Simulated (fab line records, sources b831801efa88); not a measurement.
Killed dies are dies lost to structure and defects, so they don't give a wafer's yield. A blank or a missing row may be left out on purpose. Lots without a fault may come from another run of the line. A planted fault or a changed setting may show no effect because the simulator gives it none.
One fault seen from 2 desks | flow gf180mcu | each desk has only its own numbers; what lay behind them comes last

THE METROLOGY DESK
What the gauges read, lot by lot, whatever tool the lot ran on: means of the sampled wafers that have a number. A lot is out of limits, marked OUT, if its mean lies more than 4 standard deviations from the usual mean; the brackets give that distance.
Columns: A = M3_ALCU_THK at GF_M3_THK_MEAS_06, usual 451 nm
lot  | first seen here | A
L959 | day 20 04:33    | 451
L960 | day 20 12:25    | 450
L961 | day 20 22:43    | 448
L963 | day 21 16:49    | 456
L964 | day 22 02:00    | 454
L965 | day 22 14:16    | 453
L966 | day 22 23:06    | 438
L972 | day 25 07:10    | 454
L974 | day 26 00:27    | 443
L977 | day 27 00:19    | 451
L980 | day 27 19:19    | 455
L979 | day 27 19:44    | 458
L981 | day 27 23:17    | 447
This desk's finding: nothing out of limits on any of the 13 lots.

THE TOOL OWNER'S DESK: rie_si-01
The tool's own readings at GF_STI_ETCH_14 (etches Si in HBr/Cl2/O2, target depth 360 nm, time 102.9 s): means of the sampled wafers that have a number, for each lot that ran on this tool. A lot is out of limits, marked OUT, if its mean lies more than 4 standard deviations from the usual mean; the brackets give that distance.
Columns: A = drypump_motor_current_A at GF_STI_ETCH_14, usual 5.9 A; B = oes_product_au at GF_STI_ETCH_14, usual 1.000 a.u.; C = run_length_s at GF_STI_ETCH_14, usual 131.4 s; D = throttle_valve_pct at GF_STI_ETCH_14, usual 25.657 %
lot  | first seen here | A   | B     | C     | D
L959 | day 2 02:41     | 5.3 | 0.991 | 131.9 | 25.670
L964 | day 3 03:19     | 6.1 | 1.002 | 130.8 | 25.651
L965 | day 3 08:20     | 5.7 | 0.995 | 131.0 | 25.667
L974 | day 5 06:45     | 5.7 | 1.002 | 129.0 | 25.660
This desk's finding: nothing out of limits on any of the 4 lots.

PUT TOGETHER
The metrology desk saw nothing out of limits.
The tool owner's desk saw nothing out of limits.

WHAT THE SIMULATOR HAD PUT IN
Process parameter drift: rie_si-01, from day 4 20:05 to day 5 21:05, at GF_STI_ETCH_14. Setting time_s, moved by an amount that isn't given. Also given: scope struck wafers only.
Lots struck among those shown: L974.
